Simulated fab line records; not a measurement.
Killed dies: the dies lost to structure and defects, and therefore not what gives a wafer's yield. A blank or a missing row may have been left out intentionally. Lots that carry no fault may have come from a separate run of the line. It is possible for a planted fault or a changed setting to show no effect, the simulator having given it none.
Chamber matching    flow gf180mcu    GF_STI_CMP_25 on cmp-01 has 3 sister chambers
The step polishes, stops on Si3N4, t overpolish 33 s, target thk 524.6 nm. 3 wafers are shown with their chamber, then 7 later ones without.

== EACH WAFER AND ITS CHAMBER ==
wafer   chamber  time_to_endpoint_s (s)
L758.3  0        113
L761.3  1        119
L761.4  2        124

== WAFERS WITHOUT THEIR CHAMBER ==
wafer   time_to_endpoint_s (s)
L761.5  115
L771.1  126
L771.5  128
L771.6  118
L772.2  126
L772.3  123
L772.5  124

== WHICH CHAMBER EACH WENT THROUGH ==
wafer    from the rows above       in truth
L761.5   can't be placed: 0 or 1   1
L771.1   2                         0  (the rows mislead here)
L771.5   2                         2
L771.6   can't be placed: 1 or 0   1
L772.2   2                         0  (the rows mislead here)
L772.3   can't be placed: 2 or 1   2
L772.5   2                         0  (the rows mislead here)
Correct placement for 1 of the 7. Not placeable from these rows: 3 (in 3, the candidates include the true chamber). 3 placed wrongly.
How it was worked out, from the rows above alone: a wafer's distance from a chamber is the root of the sum, over the readings, of the square of ((its reading less the chamber's mean) divided by the reading's scatter). If the next closest chamber is less than 2 further off than the closest, the wafer can't be placed; otherwise it belongs to the closest. The mean given for a chamber averages the wafers shown for that chamber. The scatter: with one shown wafer a chamber, the root of the mean of the squares of how far each hidden wafer lies from its nearest shown one.
